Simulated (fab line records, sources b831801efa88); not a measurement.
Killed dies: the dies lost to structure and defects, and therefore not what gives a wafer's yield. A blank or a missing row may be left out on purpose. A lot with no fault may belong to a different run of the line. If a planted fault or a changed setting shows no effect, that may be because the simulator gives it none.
Problem report, 8D (eight disciplines) form, completed by code ; flow gf180mcu ; the parts of the form that need people (team, actions taken, sign-off) are left out

== 1. PROBLEM STATEMENT ==
V1_CVD_00_THK at GF_V1_THK_MEAS_01 reads a mean of 717 nm on 1 wafer of 1 lot; wafers without a fault read 600 nm with a standard deviation of 6.9. Measured from the usual mean, that is +17 standard deviations.
Earliest sighting: wafer L585.4 on filmMetro-03 at day 21 11:55. At this step, 36 wafers from 12 lots have a number in the record. The rule behind "out" and "out of limits": a value lying over 4 standard deviations away from the usual mean. Any other wafer with a number is counted as sound.

== 2. WHAT THIS IS AND IS NOT ==
question;is;is not
which readings at this step;V1_CVD_00_THK;-
which lots;L585;L573, L574, L576, L578, L581, L583, L589, L593, L594, L595, L596
which wafers of those lots;L585.4;L585.3, L585.5
read on which gauges;filmMetro-03;filmMetro-02, filmMetro-04
when;from day 21 11:55;"up to then (20 sound wafers); but 15 sound wafers of L589, L593, L594, L595, L596 came after"

== 3. SUSPECTS, AND WHAT RULES EACH OUT ==
Counting: a tool at a process step up to the reading stays a suspect if it ran every lot that is out. Sound lots after the first of them don't rule it out here, since some wafers of a struck lot are sound.
- the gauge at GF_V1_THK_MEAS_01: ruled out. All the wafers that are out were read on filmMetro-03, but those of them that GF_V1_CVD_00 has rows for are out there too, on other tools.
- pvdSputter-01 at GF_M1_SPUTTER_03 (material Ti, target thk 10 nm, time 6.7 s): kept. L585, the lot that is out, went through it at day 20 10:52; up to then, the latest sound lot through it was L576 at day 16 21:37.
- hdpcvd-02 at GF_V1_CVD_00 (deposits SiO2, target thk 600 nm, time 100 s): kept. L585, the lot that is out, went through it at day 21 11:49; up to then, the latest sound lot through it was L583 at day 20 17:52. Its own readings are out on those wafers: sih4FlowSccm.
- Within hdpcvd-02 at GF_V1_CVD_00: the wafers that are out ran in chamber 2; their sound lot-mates ran in chamber 0.
Left after counting: pvdSputter-01 at GF_M1_SPUTTER_03, hdpcvd-02 at GF_V1_CVD_00.

== 4. THE CAUSE (what the simulator had put in) ==
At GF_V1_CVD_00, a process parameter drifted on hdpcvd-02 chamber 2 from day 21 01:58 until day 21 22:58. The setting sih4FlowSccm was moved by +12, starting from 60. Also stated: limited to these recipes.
Counting leaves 2 suspects; this tool is one of them.

== 5. THE CHAIN OF EFFECTS, in route order ==
Each row: a reading whose mean over the struck wafers that have a number lies more than 3 standard deviations from the usual. Scope: only readings with a usual standard deviation given in the record; hours: median across lots of the time from each lot's start at the first step in this table that gives one to its start at this step; sigmas: change in usual standard deviations.
hours;step;reading;usual;on struck wafers;change;sigmas
0;GF_V1_CVD_00;sih4FlowSccm;60.01 sccm;71.84;+11.83;+70
0;GF_V1_THK_MEAS_01;V1_CVD_00_THK;600 nm;717;+117;+17
Process steps it contains:
- GF_V1_CVD_00: deposits SiO2, target thk 600 nm, time 100 s.

== 6. WHAT WOULD HAVE CAUGHT IT SOONER ==
In this record the first reading out of limits at a measuring or inspecting step was taken at day 21 11:55, 10 hours after the fault began at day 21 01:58.
At GF_V1_CVD_00, the tool's own readings (sih4FlowSccm) were out on each struck wafer the step has a row for, so an alarm limit on them would have fired on the first such wafer.
All the lots that are out (1) had begun GF_V1_CVD_00 on hdpcvd-02 by day 21 11:55. Holding the tool at that point would not have protected any of them.
